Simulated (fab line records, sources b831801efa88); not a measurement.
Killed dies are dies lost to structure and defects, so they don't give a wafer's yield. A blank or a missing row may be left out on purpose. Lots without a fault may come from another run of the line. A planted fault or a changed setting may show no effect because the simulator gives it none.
fab line records | flow sfq_line
record lots=6 wafers=18 last_day=91
route steps=325 shown I5@231 C5@240
lots that met no fault: from a run of the same line without faults
start_h: hours from the record's first day to the start of the lot's first wafer shown | wait_h: hours since the lot's step before | " the same as in the row above | L1.1+2: a row that stands for several wafers | - no value, or no start given | * or withheld: withheld | < > ~ a bound
route shown NAME@n: a module of which the file shows steps, and the number in the route of the first | usual: mean/standard deviation of fault-free wafers | same: alike in all rows | chamber/n: place in a boat | sites: the reading at each site | _std_site: their standard deviation | _edge_site: outer sites' mean less inner sites' | radius_mm: how far each site lies from the wafer's centre | mask NAME#n: copy n | behind: the tool/chamber that last shaped the wafer | hold: why the lot was held/for how many hours/how that ended | device: the transistor (n, p or np) that didn't switch | end of line: the same wafers' tests at the end of the route | a step without rows: its recipe alone | killed: dies lost to structure and defects at the first sort, not the wafer's yield | map: a wafer's dies, x killed, . not, _ none there
set.NAME: the setting as run; set.NAME@STEP: as run at that earlier step | model.NAME: the simulator's own value behind a step, which no gauge read
lots at some steps of the route; a table a step, a row a wafer
services: from which hour (start_h, from the record's first day; less than 0 if before it) a tool's chamber was out of use, for how many hours, and why
## steps
# step SFQ_TRILAYER_I5_LITHO_SOFTBAKE_148
# recipe temp_c=withheld time_s=withheld resist=KrF
# step SFQ_TRILAYER_I5_LITHO_EXPOSE_145
# recipe mask_id=I5 na=0.6 source_shape=conventional sigma_outer=0.65 target_cd_nm=700 dose_mj=21.3
# step SFQ_TRILAYER_I5_LITHO_PEB_147
# recipe peb_temp_c=115 peb_time_s=60 resist=KrF
# step SFQ_TRILAYER_I5_LITHO_DEVELOP_146
# recipe time_s=60 resist=KrF
# step SFQ_I5_OVL_MEAS_936
# usual I5_OVL=-1/4.4
# columns lot.wafer tool chamber start_h wait_h I5_OVL[nm]
L567.1 overlay-02 - 1465.08 0.1 3
L567.2 " - " " -3
L567.5 " - " " 4
L574.1 overlay-02 - 1517.08 0.1 4
L574.2 " - " " 0
L574.3 " - " " 0
L575.1 overlay-02 - 1533.78 0.1 1
L575.2 " - " " 8
L575.5 " - " " 1
L580.1 overlay-02 - 1571.74 0.1 0
L580.4 " - " " -1
L580.5 " - " " 0
L583.3 overlay-02 - 1595.02 0.1 -5
L583.4 " - " " -8
L583.5 " - " " -2
L590.2 overlay-02 - 1663.73 0.1 2
L590.4 " - " " 4
L590.6 " - " " 2
# step SFQ_TRILAYER_I5_BARC_OPEN_VIA_ETCH_200
# recipe mask_material=PR chemistry=O2 target_depth_nm=125 target=BARC source_w=500 bias_w=80 pressure_mtorr=30 time_s=41.7
# usual drypump_motor_current_A=5.6/0.4 oes_product_au=0.684/0.0045
# columns lot.wafer tool chamber start_h wait_h drypump_motor_current_A oes_product_au rf_hours_counter_h
L567.1 rie_diel-04 3 1465.12 0.0 5.7 0.687 14
L567.2 " 0 " " 5.0 0.682 15
L567.5 " 2 " " 5.0 0.681 -
L574.1 rie_diel-02 0 1517.12 0.0 5.1 0.683 15
L574.2 " 2 " " 6.1 0.686 17
L574.3 " 1 " " 6.1 0.680 15
L575.1 rie_diel-03 2 1533.82 0.0 5.7 0.685 5
L575.2 " 0 " " 5.1 0.683 10
L575.5 " 1 " " 5.8 0.678 -
L580.1 rie_diel-02 0 1571.78 0.0 5.1 0.681 16
L580.4 " 1 " " 6.0 0.690 16
L580.5 " 3 " " 5.5 0.686 -
L583.3 rie_diel-04 2 1595.04 0.0 5.0 0.686 13
L583.4 " 1 " " 6.0 0.678 -
L583.5 " 2 " " 5.0 0.685 -
L590.2 rie_diel-03 3 1663.76 0.0 6.0 0.690 7
L590.4 " 2 " " 5.7 0.682 7
L590.6 " 0 " " 5.2 0.679 -
# step SFQ_TRILAYER_I5_ETCH_VIA_ETCH_147
# recipe stop_on=Nb mask_material=PR chemistry=CHF3 target_depth_nm=360 source_w=500 bias_w=80 pressure_mtorr=30 time_s=withheld
# usual drypump_motor_current_A=5.6/0.4 oes_product_au=0.990/0.0057
# columns lot.wafer tool chamber start_h wait_h drypump_motor_current_A oes_product_au
L567.1 rie_diel-04 3 1465.16 0.0 5.7 0.994
L567.2 " 0 " " 5.0 0.979
L567.5 " 2 " " 5.0 0.983
L574.1 rie_diel-02 0 1517.16 0.0 5.1 0.987
L574.2 " 2 " " 6.1 0.988
L574.3 " 1 " " 5.9 0.984
L575.1 rie_diel-03 2 1533.86 0.0 5.7 0.994
L575.2 " 0 " " 5.1 0.993
L575.5 " 1 " " 5.8 0.993
L580.1 rie_diel-02 0 1571.82 0.0 5.1 0.990
L580.4 " 1 " " 6.0 0.996
L580.5 " 3 " " 5.4 0.991
L583.3 rie_diel-04 2 1595.08 0.0 5.0 0.992
L583.4 " 1 " " 6.0 0.986
L583.5 " 2 " " 5.0 0.986
L590.2 rie_diel-03 3 1663.80 0.0 6.0 0.997
L590.4 " 2 " " 5.7 1.000
L590.6 " 0 " " 5.2 0.994
# step SFQ_TRILAYER_I5_STRIP_STRIP_148
# recipe gas=O2 power_w=192.6 platen_temp_c=40 overash_fraction=0.65 chemistry=O2 pressure_mtorr=50
# usual drypump_motor_current_A=5.8/0.47 oes_product_au=1.000/0.0077
# columns lot.wafer tool chamber start_h wait_h drypump_motor_current_A oes_product_au rf_hours_counter_h
L567.1 rie_metal-04 0 1465.31 - 5.1 1.003 112
L567.2 " 1 " " 5.8 1.007 33
L567.5 " 1 " " 5.8 1.001 -
L574.1 rie_metal-04 0 1517.31 - 5.1 1.003 120
L574.2 " 1 " " 5.9 1.007 40
L574.3 " 0 " " 5.1 1.006 -
L575.1 rie_metal-01 0 1534.01 - 6.5 0.989 25
L575.2 " 1 " " 5.9 1.015 108
L575.5 " 0 " " 6.5 0.984 -
L580.1 rie_metal-01 0 1571.97 - 6.5 0.994 31
L580.4 " 0 " " 6.5 0.989 -
L580.5 " 0 " " 6.5 0.989 -
L583.3 rie_metal-04 0 1595.43 - 5.1 1.004 -
L583.4 " 1 " " 5.8 1.000 -
L583.5 " 0 " " 5.1 1.004 -
L590.2 rie_metal-01 1 1663.95 - 5.9 1.005 126
L590.4 " 0 " " 6.4 0.990 -
L590.6 " 1 " " 5.9 1.008 -
# step SFQ_TRILAYER_I5_STRIP_SOLV_CLEAN_149
# recipe chemistry=NMP temp_c=70 time_s=600
# step SFQ_TRILAYER_C5_LITHO_COAT_156
# recipe resist=BARC spin_rpm=3000 resist_thk_nm=62
# step SFQ_TRILAYER_C5_LITHO_COAT_151
# recipe resist=KrF spin_rpm=3000 resist_thk_nm=650
# step SFQ_TRILAYER_C5_LITHO_SOFTBAKE_155
# recipe temp_c=withheld time_s=withheld resist=KrF
# step SFQ_TRILAYER_C5_LITHO_EXPOSE_152
# recipe mask_id=C5 na=0.6 source_shape=conventional sigma_outer=0.65 target_cd_nm=500 dose_mj=21.3
# usual exposure_dose_mJ_cm2=21.301/0.02 focus_offset_nm=0.0/0.51
# columns lot.wafer tool chamber start_h wait_h mask exposure_dose_mJ_cm2 focus_offset_nm
L567.1 krf_scanner-01 0 1572.64 - C5#0 21.301 0.6
L567.2 " 0 " " C5#0 21.306 0.3
L567.5 " 0 " " C5#0 21.339 0.7
L574.1 krf_scanner-02 - 1619.03 - C5#0 - -
L574.2 " - " " C5#0 - -
L574.3 " - " " C5#0 - -
L575.1 krf_scanner-02 - 1641.83 - C5#0 - -
L575.2 " - " " C5#0 - -
L575.5 " - " " C5#0 - -
L580.1 krf_scanner-01 0 1681.57 - C5#0 21.312 0.8
L580.4 " 0 " " C5#0 21.304 0.2
L580.5 " 0 " " C5#0 21.317 1.0
L583.3 krf_scanner-02 0 1706.42 - C5#0 21.316 0.4
L583.4 " 0 " " C5#0 21.288 0.4
L583.5 " 0 " " C5#0 21.314 0.3
L590.2 krf_scanner-01 0 1769.94 - C5#0 21.299 -0.1
L590.4 " 0 " " C5#0 21.320 -0.6
L590.6 " 0 " " C5#0 21.305 -0.4
# step SFQ_TRILAYER_C5_LITHO_PEB_154
# recipe peb_temp_c=115 peb_time_s=60 resist=KrF
## services
# columns tool chamber start_h hours kind
rie_diel-02 1 1447.15 15.0 repair
rie_diel-02 2 1449.72 5.0 repair
rie_diel-02 - 1462.57 0.8 repair
rie_diel-03 0 1476.27 4.2 repair
rie_diel-02 1 1486.54 6.0 repair
rie_diel-04 0 1544.25 3.0 repair
rie_diel-03 2 1547.62 4.4 repair
rie_diel-04 1 1562.34 9.6 repair
rie_diel-03 - 1574.47 10.0 pm
rie_diel-04 0 1578.81 4.3 repair
rie_diel-04 0 1593.23 49.9 repair
rie_diel-02 2 1594.63 32.3 repair
rie_diel-03 2 1613.17 9.6 repair
rie_diel-04 3 1627.46 2.4 repair
rie_diel-03 3 1635.01 4.2 repair
rie_diel-04 - 1640.60 28.1 pm
rie_diel-03 0 1660.01 1.9 repair
rie_diel-02 1 1672.52 4.1 repair
rie_diel-02 1 1695.13 1.4 repair
rie_diel-03 - 1698.13 4.5 repair
rie_diel-04 2 1716.60 2.8 repair
rie_diel-04 2 1752.74 6.6 repair
rie_diel-02 1 1755.02 10.2 repair
rie_diel-03 - 1764.04 0.7 repair
## key
first_sign step=SFQ_TRILAYER_C5_LITHO_EXPOSE_152 reading=tool_record direction=missing
effect none on later readings
met_at SFQ_TRILAYER_C5_LITHO_EXPOSE_152
struck_wafers L574.1,L574.2,L574.3,L575.1,L575.2,L575.5
fault kind=skipped_step_whole tool=krf_scanner-02 chamber=- onset_h=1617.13 steps=SFQ_TRILAYER_C5_LITHO_EXPOSE_152 scope=struck_lots_only
